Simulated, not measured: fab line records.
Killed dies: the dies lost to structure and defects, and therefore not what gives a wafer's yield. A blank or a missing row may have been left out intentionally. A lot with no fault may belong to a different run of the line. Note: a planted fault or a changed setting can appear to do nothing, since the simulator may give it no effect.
Which tool is to blame? | flow gf180mcu | 15 lots with 45 wafers sampled at 4 steps, on a route of 602 steps

WHAT THE GAUGES SHOWED, per wafer
GF_NSD_TW_MEAS_12. Usual: NSD_TW gives 4290 (standard deviation 24).
lot  | measured     | on            | NSD_TW         | flag
L173 | day 13 11:49 | film-metro-01 | 4346 4307 4307 |
L174 | day 13 15:35 | film-metro-02 | 4244 4275 4247 |
L177 | day 14 19:11 | film-metro-01 | 4296 4295 4295 |
L181 | day 16 09:08 | film-metro-04 | 4306 4285 4289 |
L182 | day 16 15:07 | film-metro-01 | 4292 4277 4291 |
L183 | day 16 23:26 | film-metro-01 | 4275 4282 4278 |
L184 | day 17 08:39 | film-metro-04 | 4318 4301 4315 |
L186 | day 18 00:29 | film-metro-01 | 4318 4313 4302 |
L188 | day 18 13:02 | film-metro-04 | 4319 4307 4289 |
L189 | day 18 23:14 | film-metro-01 | 4309 4294 4282 |
L190 | day 19 08:39 | film-metro-04 | 4270 4265 4247 |
L192 | day 20 02:50 | film-metro-04 | 4334 4318 4348 |
L193 | day 20 11:45 | film-metro-01 | 4307 4319 4307 |
L194 | day 20 23:28 | film-metro-02 | 4264 4288 4267 |
L195 | day 21 02:34 | film-metro-01 | 4297 4296 4280 |

GF_SAB_OVL_MEAS_10. Usual: SAB_OVL gives 1.5 nm (standard deviation 1.3).
lot  | measured     | on         | SAB_OVL (nm)  | flag
L173 | day 15 06:52 | overlay-01 | 1.9 1.6 0.8   |
L174 | day 15 11:06 | overlay-01 | 2.0 2.0 1.8   |
L177 | day 16 15:55 | overlay-02 | 0.5 1.8 2.2   |
L181 | day 18 07:10 | overlay-01 | -0.1 0.5 -0.7 |
L182 | day 18 13:28 | overlay-02 | 2.0 2.9 3.2   |
L183 | day 18 23:09 | overlay-02 | 2.0 2.6 3.9   |
L184 | day 19 09:11 | overlay-02 | 0.0 -0.6 -0.1 |
L186 | day 20 02:01 | overlay-01 | 3.6 2.6 2.7   |
L188 | day 20 15:13 | overlay-01 | 2.2 2.2 1.4   |
L189 | day 21 01:10 | overlay-02 | 1.3 2.8 2.5   |
L190 | day 21 09:47 | overlay-01 | 0.3 1.6 1.9   |
L192 | day 22 03:30 | overlay-01 | 1.6 2.2 1.6   |
L193 | day 22 12:28 | overlay-02 | 3.4 3.9 2.9   |
L194 | day 22 23:22 | overlay-02 | 0.9 -1.5 -0.3 |
L195 | day 23 01:43 | overlay-02 | 2.3 1.0 2.7   |

GF_SALICIDE_RS_MEAS_04: measurement is done with a four-point probe. Usual: SALICIDE_TIN_RS gives 17.2 ohm/sq (standard deviation 0.31).
lot  | measured     | on            | SALICIDE_TIN_RS (ohm/sq) | flag
L173 | day 15 07:18 | film-metro-03 | 17.6 17.0 17.1           |
L174 | day 15 11:32 | film-metro-04 | 17.6 17.1 17.3           |
L177 | day 16 16:20 | film-metro-03 | 17.4 17.3 17.1           |
L181 | day 18 07:37 | film-metro-03 | 16.8 16.7 16.8           |
L182 | day 18 13:56 | film-metro-03 | 17.7 17.4 16.9           |
L183 | day 18 23:35 | film-metro-01 | 17.1 17.3 17.2           |
L184 | day 19 09:39 | film-metro-01 | 17.5 17.6 17.8           |
L186 | day 20 02:27 | film-metro-01 | 17.6 17.7 17.4           |
L188 | day 20 15:40 | film-metro-03 | 16.6 17.5 16.8           |
L189 | day 21 01:36 | film-metro-03 | 17.4 17.6 17.1           |
L190 | day 21 10:14 | film-metro-01 | 17.0 17.2 16.6           |
L192 | day 22 03:56 | film-metro-03 | 17.5 16.8 17.3           |
L193 | day 22 12:58 | film-metro-01 | 17.0 16.8 17.4           |
L194 | day 22 23:48 | film-metro-04 | 17.6 17.7 17.9           |
L195 | day 23 02:10 | film-metro-01 | 16.9 17.5 17.3           |

WHICH TOOL RAN EACH LOT (tool, then ch and the chambers of the sampled wafers, then the start)
lot  | GF_MVPSD_EXPOSE_04
L173 | iline-stepper-01 ch 0, day 4 19:11
L174 | iline-stepper-01 ch 0, day 4 22:32
L177 | iline-stepper-02 ch 0, day 5 18:07
L181 | iline-stepper-01, day 6 19:06
L182 | iline-stepper-02, day 6 22:03
L183 | iline-stepper-01, day 7 06:58
L184 | iline-stepper-01 ch 0, day 7 13:43
L186 | iline-stepper-02 ch 0, day 7 23:46
L188 | iline-stepper-01 ch 0, day 8 11:36
L189 | iline-stepper-02 ch 0, day 8 16:19
L190 | iline-stepper-01 ch 0, day 8 22:51
L192 | iline-stepper-01 ch 0, day 9 10:55
L193 | iline-stepper-02 ch 0, day 9 17:39
L194 | iline-stepper-02 ch 0, day 9 23:02
L195 | iline-stepper-02 ch 0, day 10 06:53
- GF_MVPSD_EXPOSE_04: exposes mask MVPSD, target cd 1000 nm.

WHAT THE TOOLS THEMSELVES READ (means of the sampled wafers that have a number; where no wafer has one, the mark that the record gives instead)
GF_MVPSD_EXPOSE_04. Usual: exposure-dose-mJ-cm2 260.03, standard deviation 0.25; focus-offset-nm 0.0 nm, standard deviation 0.55.
lot  | tool             | exposure-dose-mJ-cm2 | focus-offset-nm (nm) | flag
L173 | iline-stepper-01 | 259.77               | 0.5                  |
L174 | iline-stepper-01 | 259.99               | -0.5                 |
L177 | iline-stepper-02 | 259.71               | 0.5                  |
L181 | iline-stepper-01 | -                    | -                    | OFF
L182 | iline-stepper-02 | -                    | -                    | OFF
L183 | iline-stepper-01 | -                    | -                    | OFF
L184 | iline-stepper-01 | 260.04               | 0.4                  |
L186 | iline-stepper-02 | 259.93               | 0.3                  |
L188 | iline-stepper-01 | 260.11               | 0.3                  |
L189 | iline-stepper-02 | 260.17               | 0.7                  |
L190 | iline-stepper-01 | 260.10               | 0.2                  |
L192 | iline-stepper-01 | 259.90               | -0.8                 |
L193 | iline-stepper-02 | 260.35               | -0.4                 |
L194 | iline-stepper-02 | 259.75               | 0.5                  |
L195 | iline-stepper-02 | 259.75               | 0.5                  |

THE ANSWER, worked out from the rows above alone
Rule: a lot counts as off when the mean over its wafers that have a number is more than 3 standard deviations away from the usual mean. A lot without any number at a reading at which 4 lots or more have one is off too. Any other lot the step has rows for is counted as sound. The gauges are gone through in route order, then the tools' own readings, and for those a lot's mean is taken as printed above. At the first step where some lot is off, the reading lying furthest off is the one used; lots without a number count as furthest.
Off, at GF_MVPSD_EXPOSE_04 on exposure-dose-mJ-cm2: L181, L182, L183. Without a number there: L181, L182, L183.
If a tool, at that step or one of the process steps before it, ran each lot that is off and ran no sound lot following the first of them, it fits. Of those tried, none fits.

WHAT THE SIMULATOR HAD PUT IN
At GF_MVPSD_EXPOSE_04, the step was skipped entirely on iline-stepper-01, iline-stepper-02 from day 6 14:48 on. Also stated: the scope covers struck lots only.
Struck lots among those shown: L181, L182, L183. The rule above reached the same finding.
